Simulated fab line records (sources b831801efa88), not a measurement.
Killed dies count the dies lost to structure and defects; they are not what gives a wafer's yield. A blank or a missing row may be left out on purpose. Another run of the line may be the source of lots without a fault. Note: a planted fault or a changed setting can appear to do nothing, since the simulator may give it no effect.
Struck lot and sound lot, side by side / flow sfq-line / 28 steps out of a route of 325
Sound: wafers L349.2, L349.3, L349.6. Struck: wafer L363.1. (L363.4 of the same lot was not struck and is left out.) The cause comes at the end.
For every step that has rows: the tool of each side, followed by ch and its chambers, followed by its first start. Under that, the readings that differ: sound wafers / struck wafers / difference of the means / sigmas: that difference in standard deviations of wafers without a fault.
alike: words and numbers the same on both sides, and readings whose means are apart by under 2 such deviations; not compared: readings that were withheld, readings missing a value for some wafer, numbers with overlapping values and no deviation given by the record, and bounds like >300 which may hide the same value.
The two part at a step that has a row with sigmas, a row that says differs or no value, or rows on one side only. Numbers that don't overlap but have no deviation are shown without sigmas and don't part them. A reading that every wafer of one side lacks parts them only if that side has two wafers or more.

first, 6 steps without rows for these wafers: SFQ_TRILAYER_M1_LITHO_COAT_044 (resist thk 62 nm); SFQ_TRILAYER_M1_LITHO_COAT_039 (resist thk 600 nm); SFQ_TRILAYER_M1_LITHO_SOFTBAKE_043; SFQ_TRILAYER_M1_LITHO_EXPOSE_040 (exposes mask M1, target cd 500 nm); SFQ_TRILAYER_M1_LITHO_PEB_042 (peb time 60 s); SFQ_TRILAYER_M1_LITHO_DEVELOP_041 (time 60 s).
SFQ_M1_OVL_MEAS_911:
  struck on overlay-02, day 18 01:56; sound on overlay-01, day 13 12:50
  alike: M1_OVL
SFQ_TRILAYER_M1_BARC_OPEN_METAL_ETCH_054: etches BARC in O2, target depth 125 nm, time 41.7 s.
  sound on rie-metal-04 ch 0,1, day 13 12:52; struck on rie-metal-02 ch 1, day 18 01:58
reading=oes-product-au (a.u.); sound=0.683 0.680 0.678; struck=0.694; difference=+0.014; sigmas=+3
  alike: bias-w, drypump-motor-current-A
  not compared: rf-hours-counter-h
SFQ_TRILAYER_M1_ETCH_METAL_ETCH_042: etches Nb in Cl2/Ar, stops on SiO2, target depth 240 nm, time 120 s.
  sound on rie-metal-04 ch 0,1, day 13 12:56; struck on rie-metal-02 ch 1, day 18 02:02
  alike: bias-w, drypump-motor-current-A, oes-product-au
  not compared: rf-hours-counter-h
then, 3 steps without rows for these wafers: SFQ_TRILAYER_M1_STRIP_STRIP_043 (strips in O2); SFQ_TRILAYER_M1_STRIP_SOLV_CLEAN_044 (cleans in NMP, time 600 s); SFQ_TRILAYER_I1_DEP_PECVD_045 (deposits SiO2 from SiH4/N2O, time 111.11 s, target thk 500 nm).
SFQ_TRILAYER_I1_CMP_CMP_046: polishes SiO2.
  sound on cmp-02 ch 1,2,3, day 13 19:05; struck on cmp-02 ch 1, day 18 04:51
reading=model.SiO2_of_TRILAYER_I1_DEP_PECVD_045.thk-nm (nm); sound=201.2 201.3 198.7; struck=183.7; difference=-16.7; sigmas=
  alike: motor-current-A, slurry-flow-ml-min, time-to-endpoint-s
SFQ_I1_BOW_MEAS_912:
  struck on film-metro-02, day 18 06:51; sound on film-metro-01, day 13 21:07
  alike: I1_BOW
SFQ_TRILAYER_I1_METRO_MEASURE_047:
  struck on film-metro-02, day 18 06:58; sound on film-metro-01, day 13 21:25
reading=thk-nm (nm); sound=201.2 201.3 198.8; struck=183.7; difference=-16.7; sigmas=-14
then, 6 steps without rows for these wafers: SFQ_TRILAYER_I1_VIA_LITHO_COAT_054 (resist thk 62 nm); SFQ_TRILAYER_I1_VIA_LITHO_COAT_049 (resist thk 650 nm); SFQ_TRILAYER_I1_VIA_LITHO_SOFTBAKE_053; SFQ_TRILAYER_I1_VIA_LITHO_EXPOSE_050 (exposes mask I1, target cd 500 nm); SFQ_TRILAYER_I1_VIA_LITHO_PEB_052 (peb time 60 s); SFQ_TRILAYER_I1_VIA_LITHO_DEVELOP_051 (time 60 s).
-- the record jumps here: 6 days lie between the struck wafers' starts before and after --
SFQ_I1_OVL_MEAS_913:
  struck on overlay-02, day 23 22:48; sound on overlay-02, day 18 03:08
  alike: I1_OVL
SFQ_TRILAYER_I1_VIA_BARC_OPEN_VIA_ETCH_071: etches BARC in O2, target depth 125 nm, time 41.7 s.
  sound on rie-diel-01 ch 1,2,3, day 18 03:10; struck on rie-diel-02 ch 0, day 23 22:50
  alike: bias-w, drypump-motor-current-A, oes-product-au
  not compared: rf-hours-counter-h
SFQ_TRILAYER_I1_VIA_ETCH_VIA_ETCH_052: etches SiO2 in CHF3, stops on Nb, target depth 260 nm.
  sound on rie-diel-01 ch 1,2,3, day 18 03:13; struck on rie-diel-02 ch 0, day 23 22:53
reading=oes-product-au (a.u.); sound=0.858 0.858 0.850; struck=0.811; difference=-0.044; sigmas=-8
reading=model.etch.depth-nm (nm); sound=201.2 201.3 198.7; struck=183.7; difference=-16.7; sigmas=
reading=model.I1.feature-depth-nm (nm); sound=201.2 201.3 198.7; struck=183.7; difference=-16.7; sigmas=
  alike: bias-w, drypump-motor-current-A
SFQ_TRILAYER_I1_VIA_STRIP_STRIP_053: strips in O2.
  sound on rie-metal-02 ch 0,1, day 18 03:20; struck on rie-metal-01 ch 0, day 23 22:59
  alike: drypump-motor-current-A, oes-product-au
  not compared: rf-hours-counter-h
then, 1 step without rows for these wafers: SFQ_TRILAYER_I1_VIA_STRIP_SOLV_CLEAN_054 (cleans in NMP, time 600 s).
SFQ_TRILAYER_M2_DEP_PRE_CLEAN_056: time 22.5 s.
  struck on pvd-sputter-06, day 23 23:46; sound on pvd-sputter-06, day 18 04:07
reading=model.SiO2_of_TRILAYER_I1_DEP_PECVD_045.thk-nm (nm); sound=193.7 193.8 191.2; struck=176.2; difference=-16.7; sigmas=
SFQ_TRILAYER_M2_DEP_SPUTTER_055: material Nb, target thk 200 nm, time 133.3 s.
  struck on pvd-sputter-06, day 23 23:48; sound on pvd-sputter-06, day 18 04:09
  alike: throttle-valve-pct

WHERE THEY PART
Earliest at SFQ_TRILAYER_M1_BARC_OPEN_METAL_ETCH_054; latest, in this record, at SFQ_TRILAYER_I1_VIA_ETCH_VIA_ETCH_052. Later steps at which nothing parts them and some readings are alike: SFQ_TRILAYER_I1_VIA_STRIP_STRIP_053, SFQ_TRILAYER_M2_DEP_SPUTTER_055.

WHY: the cause the simulator had injected
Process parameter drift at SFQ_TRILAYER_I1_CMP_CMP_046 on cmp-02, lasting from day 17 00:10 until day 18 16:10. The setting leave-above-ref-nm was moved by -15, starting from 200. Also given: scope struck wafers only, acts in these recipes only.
